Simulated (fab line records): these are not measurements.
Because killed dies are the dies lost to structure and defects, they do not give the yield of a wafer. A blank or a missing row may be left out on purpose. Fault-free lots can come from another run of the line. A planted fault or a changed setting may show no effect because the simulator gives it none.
A struck lot beside a sound one	flow sfq line	42 steps out of a route of 325
Sound: the wafers L770.2, L770.3, L770.5. Struck: wafer L766.5. (L766.4, L766.6 of the same lot were not struck and are left out.) The cause comes at the end.
Each step with rows lists, per side, the tool, then ch with its chambers, then its first start. Under that, the readings that differ: sound wafers	struck wafers	difference of the means	sigmas: that difference in standard deviations of wafers without a fault.
alike: readings with means less than 2 such deviations apart, plus words and numbers identical on both sides. not compared: withheld readings, readings lacking a value on some wafer, bounds such as >300 that could conceal the same value, and numbers that have no deviation in the record and whose values overlap.
A row with sigmas, a row that says differs or no value, or rows on one side alone: a step with any of these is where the two part. Non-overlapping numbers with no deviation appear without sigmas and do not part them. A reading that every wafer of one side lacks parts them only if that side has two wafers or more.

first, 6 steps without rows for these wafers: SFQ_TRILAYER_M4_LITHO_COAT_098 (resist thk 62 nm); SFQ_TRILAYER_M4_LITHO_COAT_093 (resist thk 600 nm); SFQ_TRILAYER_M4_LITHO_SOFTBAKE_097; SFQ_TRILAYER_M4_LITHO_EXPOSE_094 (exposes mask M4, target cd 500 nm); SFQ_TRILAYER_M4_LITHO_PEB_096 (peb time 60 s); SFQ_TRILAYER_M4_LITHO_DEVELOP_095 (time 60 s).
SFQ_M4_OVL_MEAS_926:
  sound on overlay-01, day 57 10:06; struck on overlay-01, day 54 18:31
reading	sound	struck	difference	sigmas
M4_OVL (nm)	-16 -20 -21	-1	+18	+3
SFQ_TRILAYER_M4_BARC_OPEN_METAL_ETCH_123: etches BARC in O2, target depth 125 nm, time 41.7 s.
  sound on rie metal-02 ch 0,1, day 57 10:08; struck on rie metal-02 ch 1, day 54 18:33
  alike: drypump motor current A, oes product au
  not compared: rf hours counter h
then, 3 steps without rows for these wafers: SFQ_TRILAYER_M4_ETCH_METAL_ETCH_096 (etches Nb in Cl2/Ar, stops on SiO2, target depth 240 nm, time 120 s); SFQ_TRILAYER_M4_STRIP_STRIP_097 (strips in O2); SFQ_TRILAYER_M4_STRIP_SOLV_CLEAN_098 (cleans in NMP, time 600 s).
SFQ_TRILAYER_I4_DEP_PECVD_099: deposits SiO2 from SiH4/N2O, time 111.11 s, target thk 500 nm.
  sound on pecvd-01 ch 0,2, day 57 11:05; struck on pecvd-02 ch 2, day 54 19:32
  alike: heater power w, showerhead vpp V, susceptor temp C, throttle valve pct
SFQ_TRILAYER_I4_CMP_CMP_100: polishes SiO2.
  sound on cmp-01 ch 1,2,3, day 58 14:42; struck on cmp-02 ch 1, day 55 07:01
reading	sound	struck	difference	sigmas
model.SiO2_of_TRILAYER_I4_DEP_PECVD_099.thk nm (nm)	199.1 200.7 198.9	218.9	+19.3	
  alike: motor current A, platen rpm, time to endpoint s
SFQ_I4_BOW_MEAS_927:
  sound on film metro-03, day 58 17:13; struck on film metro-03, day 55 08:05
  alike: I4_BOW
SFQ_TRILAYER_I4_METRO_MEASURE_101:
  sound on film metro-03, day 58 17:31; struck on film metro-03, day 55 08:44
reading	sound	struck	difference	sigmas
thk nm (nm)	199.3 200.5 198.8	218.7	+19.2	+16
then, 6 steps without rows for these wafers: SFQ_TRILAYER_I4_VIA_LITHO_COAT_108 (resist thk 62 nm); SFQ_TRILAYER_I4_VIA_LITHO_COAT_103 (resist thk 650 nm); SFQ_TRILAYER_I4_VIA_LITHO_SOFTBAKE_107; SFQ_TRILAYER_I4_VIA_LITHO_EXPOSE_104 (exposes mask I4, target cd 700 nm); SFQ_TRILAYER_I4_VIA_LITHO_PEB_106 (peb time 60 s); SFQ_TRILAYER_I4_VIA_LITHO_DEVELOP_105 (time 60 s).
-- the record jumps here: 4 days lie between the struck wafers' starts before and after --
SFQ_I4_OVL_MEAS_928:
  sound on overlay-01, day 62 09:29; struck on overlay-01, day 59 06:13
  alike: I4_OVL
then, 1 step without rows for these wafers: SFQ_TRILAYER_I4_VIA_BARC_OPEN_VIA_ETCH_146 (etches BARC in O2, target depth 125 nm, time 41.7 s).
SFQ_TRILAYER_I4_VIA_ETCH_VIA_ETCH_106: etches SiO2 in CHF3, stops on Nb, target depth 260 nm.
  sound on rie diel-03 ch 0,2,3, day 62 09:33; struck on rie diel-04 ch 3, day 59 06:16
reading	sound	struck	difference	sigmas
oes product au (a.u.)	0.851 0.860 0.854	0.904	+0.049	+9
model.etch.depth nm (nm)	199.1 200.7 198.9	218.9	+19.3	
model.I4.feature depth nm (nm)	199.1 200.7 198.9	218.9	+19.3	
  alike: drypump motor current A
then, 4 steps without rows for these wafers: SFQ_TRILAYER_I4_VIA_STRIP_STRIP_107 (strips in O2); SFQ_TRILAYER_I4_VIA_STRIP_SOLV_CLEAN_108 (cleans in NMP, time 600 s); SFQ_TRILAYER_JJ_TRILAYER_DEP_PRE_CLEAN_113 (time 22.5 s); SFQ_TRILAYER_JJ_TRILAYER_DEP_SPUTTER_109 (material Nb, target thk 150 nm, time 100 s).
SFQ_TRILAYER_JJ_TRILAYER_DEP_SPUTTER_110: material Al, target thk 8 nm, time 10 s.
  sound on pvd sputter-04, day 62 10:32; struck on pvd sputter-03, day 59 07:15
  alike: throttle valve pct
then, 1 step without rows for these wafers: SFQ_TRILAYER_JJ_TRILAYER_DEP_AL_OXIDATION_111 (oxidation time 600 s).
SFQ_TRILAYER_JJ_TRILAYER_DEP_SPUTTER_112: material Nb, target thk 170 nm, time 113.3 s.
  sound on pvd sputter-04, day 62 11:34; struck on pvd sputter-03, day 59 08:17
  alike: throttle valve pct
SFQ_JJ_RS_MEAS_929: measures by four-point-probe.
  sound on film metro-02, day 62 11:40; struck on film metro-03, day 59 08:25
  alike: JJ_NB_RS
then, 6 steps without rows for these wafers: SFQ_TRILAYER_JJ_CE_LITHO_COAT_119 (resist thk 62 nm); SFQ_TRILAYER_JJ_CE_LITHO_COAT_114 (resist thk 600 nm); SFQ_TRILAYER_JJ_CE_LITHO_SOFTBAKE_118; SFQ_TRILAYER_JJ_CE_LITHO_EXPOSE_115 (exposes mask J5, target cd 700 nm); SFQ_TRILAYER_JJ_CE_LITHO_PEB_117 (peb time 60 s); SFQ_TRILAYER_JJ_CE_LITHO_DEVELOP_116 (time 60 s).
-- the record jumps here: 4 days lie between the struck wafers' starts before and after --
SFQ_JJ_OVL_MEAS_931:
  sound on overlay-02, day 66 17:20; struck on overlay-01, day 63 07:05
  alike: J5_OVL
SFQ_TRILAYER_JJ_CE_METRO_MEASURE_117:
  sound on cd sem-01, day 66 17:34; struck on cd sem-01, day 63 07:43
  alike: cd nm
then, 1 step without rows for these wafers: SFQ_TRILAYER_JJ_CE_BARC_OPEN_RIE_150 (chemistry O2, target BARC, target depth 240 nm, time 80 s).
SFQ_TRILAYER_M5_ETCH_METAL_ETCH_126: etches Nb in Cl2/BCl3, stops on SiO2, time 203.2 s, target depth 265 nm.
  sound on rie metal-03 ch 0,1, day 70 00:28; struck on rie metal-02 ch 0, day 64 00:43
reading	sound	struck	difference	sigmas
model.SiO2_of_TRILAYER_I4_DEP_PECVD_099.thk nm (nm)	178.9 181.3 179.6	199.1	+19.2	
  alike: drypump motor current A, oes product au
  not compared: rf hours counter h

## WHERE THEY PART
At SFQ_M4_OVL_MEAS_926 first; at SFQ_TRILAYER_I4_VIA_ETCH_VIA_ETCH_106 last (within this record only). Later steps at which nothing parts them and some readings are alike: SFQ_TRILAYER_JJ_TRILAYER_DEP_SPUTTER_110, SFQ_TRILAYER_JJ_TRILAYER_DEP_SPUTTER_112, SFQ_JJ_RS_MEAS_929, SFQ_JJ_OVL_MEAS_931, SFQ_TRILAYER_JJ_CE_METRO_MEASURE_117, SFQ_TRILAYER_M5_ETCH_METAL_ETCH_126.

WHY: the cause the simulator had injected
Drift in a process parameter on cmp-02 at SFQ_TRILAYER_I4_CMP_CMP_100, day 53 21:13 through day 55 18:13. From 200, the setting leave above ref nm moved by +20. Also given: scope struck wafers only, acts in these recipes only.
